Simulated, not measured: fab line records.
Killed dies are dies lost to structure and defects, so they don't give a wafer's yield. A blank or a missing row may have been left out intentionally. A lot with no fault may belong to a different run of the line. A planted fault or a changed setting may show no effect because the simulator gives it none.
Matching of chambers || flow gf180mcu || rie-diel-02 running GF_V4_ETCH_17: 4 sister chambers
The step etches SiO2 in C4F8/O2/Ar, stops on TiN, target depth 630 nm. 4 wafers are shown with their chamber, then 7 later ones without.

WAFERS PAIRED WITH THEIR CHAMBERS
{"wafer": "L790.3", "chamber": 0, "rf-fwd-power-W (W)": 1489}
{"wafer": "L797.1", "chamber": 2, "rf-fwd-power-W (W)": 1486}
{"wafer": "L797.4", "chamber": 3, "rf-fwd-power-W (W)": 1486}
{"wafer": "L802.5", "chamber": 1, "rf-fwd-power-W (W)": 1487}

WAFERS WHOSE CHAMBER IS MISSING
{"wafer": "L802.6", "rf-fwd-power-W (W)": 1491}
{"wafer": "L809.1", "rf-fwd-power-W (W)": 1489}
{"wafer": "L809.2", "rf-fwd-power-W (W)": 1489}
{"wafer": "L809.4", "rf-fwd-power-W (W)": 1484}
{"wafer": "L810.1", "rf-fwd-power-W (W)": 1485}
{"wafer": "L810.2", "rf-fwd-power-W (W)": 1486}
{"wafer": "L810.6", "rf-fwd-power-W (W)": 1497}

CHAMBER TAKEN BY EACH
{"wafer": "L802.6", "from the rows above": "can't be placed: 0 or 1 or 2 or 3", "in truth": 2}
{"wafer": "L809.1", "from the rows above": "can't be placed: 0 or 1 or 2 or 3", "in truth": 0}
{"wafer": "L809.2", "from the rows above": "can't be placed: 0 or 1 or 2 or 3", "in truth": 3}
{"wafer": "L809.4", "from the rows above": "can't be placed: 2 or 3 or 1 or 0", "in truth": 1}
{"wafer": "L810.1", "from the rows above": "can't be placed: 2 or 3 or 1 or 0", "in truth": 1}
{"wafer": "L810.2", "from the rows above": "can't be placed: 2 or 3 or 1 or 0", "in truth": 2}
{"wafer": "L810.6", "from the rows above": "can't be placed: 0 or 1 or 2 or 3", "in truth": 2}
0 of 7 placed correctly. These rows do not allow placing 7 (true chamber among the candidates in 7). 0 placed wrongly.
How it was worked out, from the rows above alone: a wafer's distance from a chamber is the root of the sum, over the readings, of the square of ((its reading less the chamber's mean) divided by the reading's scatter). If the next closest chamber is less than 2 further off than the closest, the wafer can't be placed; otherwise it belongs to the closest. For every chamber, the mean is computed from those of its wafers that are shown. The scatter: with one shown wafer a chamber, the root of the mean of the squares of how far each hidden wafer lies from its nearest shown one.
